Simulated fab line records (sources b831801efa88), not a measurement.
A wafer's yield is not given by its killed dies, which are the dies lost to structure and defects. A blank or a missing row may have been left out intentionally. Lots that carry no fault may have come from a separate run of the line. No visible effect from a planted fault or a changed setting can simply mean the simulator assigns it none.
fab line records	flow gf180mcu
record lots=6	wafers=18	last-day=33
route steps=602 shown V3@429
lots that met no fault: from a run of the same line without faults
start-h: start of the lot's first displayed wafer, in hours after the record's first day	wait-h: hours since the lot's step before	" the same as in the row above	L1.1+2: a single row standing in for several wafers	- no value, or no start was given	* or withheld: withheld	< > ~ a bound
route shown NAME@n: a module of which the file shows steps, and the number in the route of the first	usual: mean/standard deviation of fault-free wafers	same: alike in all rows	chamber/n: place in a boat	sites: readings site by site	_std_site: their standard deviation	_edge_site: outer sites' mean less inner sites'	radius-mm: for every site, how far away it sits from the centre of the wafer	mask NAME#n: copy n	behind: the tool/chamber that last shaped the wafer	hold: what put the lot on hold/how long, in hours/how the hold closed	device: whichever transistor did not switch (one of n, p or np)	end of line: the route-end tests of the same wafers	a step without rows: its recipe alone	killed: the dies lost at the first sort to structure and to defects; this is not the yield of the wafer	map: a wafer's dies, x killed, . not, _ none there
set.NAME: setting as actually run; set.NAME@STEP: the setting as run at that earlier step	model.NAME: the simulator's own value behind a step, which no gauge read
lots seen at some steps along the route; tables by step, rows by wafer
services: a tool's chamber out of use, with start hour (start-h, from the record's first day; less than 0 if before it), hours out, and reason
## steps
# step GF_V3_CVD_00
# recipe material=SiO2	target-thk-nm=600	sigma-open-frac=0.3	temp-c=400	time-s=100	sih4-flow-sccm=60	pressure-mtorr=6
# step GF_V3_THK_MEAS_01
# recipe reads=SiO2_of_V3_CVD_00
# usual V3_CVD_00_THK=600/5.5
lot.wafer	tool	chamber	start-h	wait-h	V3_CVD_00_THK[nm]
L634.1	film-metro-04	-	503.22	0.0	609
L634.2	"	-	"	"	607
L634.4	"	-	"	"	598
L641.1	film-metro-02	-	567.73	0.0	590
L641.2	"	-	"	"	601
L641.6	"	-	"	"	598
L642.2	film-metro-04	-	575.90	0.0	604
L642.3	"	-	"	"	604
L642.4	"	-	"	"	598
L647.1	film-metro-02	-	619.82	0.0	596
L647.3	"	-	"	"	599
L647.5	"	-	"	"	597
L648.2	film-metro-02	-	623.86	0.0	591
L648.4	"	-	"	"	594
L648.6	"	-	"	"	595
L649.1	film-metro-02	-	626.18	0.0	602
L649.2	"	-	"	"	595
L649.6	"	-	"	"	598
# step GF_V3_CVD_02
# recipe material=SiO2	target-thk-nm=850	precursor=TEOS	temp-c=400	time-s=94.851	rf-w=600
# usual heater-power-w=670/77
lot.wafer	tool	chamber	start-h	wait-h	heater-power-w
L634.1	pecvd-03	1	503.28	0.1	605
L634.2	"	0	"	"	707
L634.4	"	1	"	"	654
L641.1	pecvd-04	2	567.79	0.1	595
L641.2	"	0	"	"	570
L641.6	"	2	"	"	636
L642.2	pecvd-03	2	575.95	0.0	610
L642.3	"	0	"	"	763
L642.4	"	2	"	"	664
L647.1	pecvd-03	1	619.88	0.1	650
L647.3	"	2	"	"	683
L647.5	"	1	"	"	676
L648.2	pecvd-03	0	623.91	0.0	641
L648.4	"	0	"	"	692
L648.6	"	2	"	"	560
L649.1	pecvd-04	0	626.24	0.1	623
L649.2	"	2	"	"	617
L649.6	"	2	"	"	668
# step GF_V3_THK_MEAS_03
# recipe reads=SiO2_of_V3_CVD_02
# usual V3_CVD_02_THK=849/11
lot.wafer	tool	chamber	start-h	wait-h	V3_CVD_02_THK[nm]
L634.1	film-metro-03	-	503.35	0.0	846
L634.2	"	-	"	"	839
L634.4	"	-	"	"	852
L641.1	film-metro-04	-	567.86	0.0	865
L641.2	"	-	"	"	851
L641.6	"	-	"	"	868
L642.2	film-metro-02	-	576.03	0.0	851
L642.3	"	-	"	"	845
L642.4	"	-	"	"	862
L647.1	film-metro-04	-	619.95	0.0	839
L647.3	"	-	"	"	846
L647.5	"	-	"	"	849
L648.2	film-metro-03	-	623.99	0.0	839
L648.4	"	-	"	"	851
L648.6	"	-	"	"	850
L649.1	film-metro-03	-	626.31	0.0	835
L649.2	"	-	"	"	836
L649.6	"	-	"	"	856
# step GF_V3_CMP_04
# recipe material=SiO2	down-force-psi=4	platen-rpm=60	pad-velocity-m-s=0.94248
# usual motor-current-A=12.2/0.72	time-to-endpoint-s=80/4.5
lot.wafer	tool	chamber	start-h	wait-h	motor-current-A	time-to-endpoint-s
L634.4	cmp-01	1	503.64	0.2	12.4	76
L634.2	"	2	"	"	12.4	74
L634.1	"	3	"	"	12.9	79
L641.2	cmp-01	0	567.92	0.0	11.9	83
L641.1	"	1	"	"	12.3	82
L641.6	"	0	"	"	12.0	87
L642.2	cmp-01	1	576.08	0.0	12.0	80
L642.3	"	2	"	"	11.8	78
L642.4	"	3	"	"	12.5	86
L647.1	cmp-01	2	620.06	0.1	11.8	79
L647.3	"	3	"	"	12.7	82
L647.5	"	1	"	"	12.4	80
L648.2	cmp-01	1	624.04	0.0	12.5	75
L648.4	"	0	"	"	12.6	81
L648.6	"	1	"	"	12.3	79
L649.1	cmp-02	0	626.37	0.1	12.0	77
L649.2	"	2	"	"	12.6	77
L649.6	"	0	"	"	12.0	86
# step GF_V3_BOW_MEAS_05
# recipe mode=bow
# usual V3_BOW=117/7.9
lot.wafer	tool	chamber	start-h	wait-h	V3_BOW[um]
L634.1	film-metro-02	-	503.89	0.1	101
L634.2	"	-	"	"	113
L634.4	"	-	"	"	103
L641.1	film-metro-03	-	568.22	0.2	131
L641.2	"	-	"	"	124
L641.6	"	-	"	"	133
L642.2	film-metro-03	-	576.40	0.3	117
L642.3	"	-	"	"	105
L642.4	"	-	"	"	127
L647.1	film-metro-03	-	620.31	0.2	102
L647.3	"	-	"	"	108
L647.5	"	-	"	"	115
L648.2	film-metro-02	-	624.36	0.3	107
L648.4	"	-	"	"	122
L648.6	"	-	"	"	109
L649.1	film-metro-03	-	626.67	0.2	124
L649.2	"	-	"	"	127
L649.6	"	-	"	"	131
# step GF_V3_DEHYDRATE_06
# recipe temp-c=200	time-s=60
# step GF_V3_HMDS_07
# recipe prime-time-s=60	prime-temp-c=120
# step GF_V3_COAT_08
# recipe resist=BARC	temp-c=withheld	time-s=withheld	spin-rpm=withheld	resist-thk-nm=withheld
# step GF_V3_COAT_09
# recipe resist=KrF	spin-rpm=withheld	resist-thk-nm=1000
# step GF_V3_SOFTBAKE_10
# recipe temp-c=130	time-s=60	resist=KrF
# step GF_V3_EXPOSE_11
# recipe mask-id=Via3	target-cd-nm=260	na=0.68	source-shape=conventional	sigma-outer=0.6	dose-mj=38
# step GF_V3_PEB_12
# recipe peb-temp-c=135	peb-time-s=90	resist=KrF
# usual chill-plate-temp-C=22.98/0.099	exhaust-pa=45.0/0.95
lot.wafer	tool	chamber	start-h	wait-h	chill-plate-temp-C	exhaust-pa
L634.1	litho-track-04	0	526.69	-	22.93	44.5
L634.2	"	0	"	"	22.91	45.9
L634.4	"	0	"	"	23.00	46.0
L641.1	litho-track-04	-	589.64	-	-	-
L641.2	"	-	"	"	-	-
L641.6	"	-	"	"	-	-
L642.2	litho-track-03	-	597.91	-	-	-
L642.3	"	-	"	"	-	-
L642.4	"	-	"	"	-	-
L647.1	litho-track-03	0	640.38	-	22.85	44.8
L647.3	"	0	"	"	22.95	43.8
L647.5	"	0	"	"	22.94	45.0
L648.2	litho-track-01	0	644.75	-	22.96	46.0
L648.4	"	0	"	"	22.84	45.5
L648.6	"	0	"	"	22.81	44.9
L649.1	litho-track-01	0	646.96	-	22.91	45.8
L649.2	"	0	"	"	23.02	44.8
L649.6	"	0	"	"	22.97	44.0
# step GF_V3_DEVELOP_13
# recipe develop-time-s=60	resist=KrF	dev-temp-c=21
## services
tool	chamber	start-h	hours	kind
cmp-01	-	482.39	1.2	repair
pecvd-03	2	505.36	6.1	repair
cmp-01	-	511.09	3.2	pm
cmp-01	-	541.80	4.4	repair
cmp-02	-	547.50	15.1	repair
cmp-02	-	569.83	2.5	repair
cmp-02	-	572.29	4.0	pm
cmp-02	-	576.29	-	consumable-replace:conditioner
cmp-02	-	576.29	-	consumable-replace:pad
cmp-02	-	580.29	3.3	repair
cmp-01	-	586.23	6.6	repair
pecvd-04	-	591.12	14.0	pm
pecvd-04	0	591.12	14.0	vent-cycle
pecvd-04	1	591.12	14.0	vent-cycle
pecvd-04	2	591.12	14.0	vent-cycle
pecvd-04	0	605.12	-	clean
pecvd-04	1	605.12	-	clean
pecvd-04	2	605.12	-	clean
cmp-02	-	610.99	0.3	repair
pecvd-04	0	613.63	4.3	repair
cmp-01	-	628.41	3.7	pm
cmp-01	-	636.17	3.1	repair
## key
first-sign step=GF_V3_PEB_12	reading=tool-record	direction=missing
effect none on later readings
met-at GF_V3_PEB_12
struck-wafers L641.1,L641.2,L641.6,L642.2,L642.3,L642.4
later-rows-left-out L641.1,L641.2,L641.6,L642.2,L642.3,L642.4
sort-left-out L641.1,L641.2,L641.6,L642.2,L642.3,L642.4
onset-between 526.69 589.64
fault kind=skipped-step-whole	tool=litho-track-03,litho-track-04	chamber=-	onset-h=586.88	steps=GF_V3_PEB_12	scope=struck-lots-only
# sort-left-out: the simulated sort isn't trusted on such a fault, so these wafers' sort isn't shown, and their yield isn't known
# later-rows-left-out: the simulator's readings of these wafers behind a module that went badly wrong aren't trusted and aren't shown, but for the sort
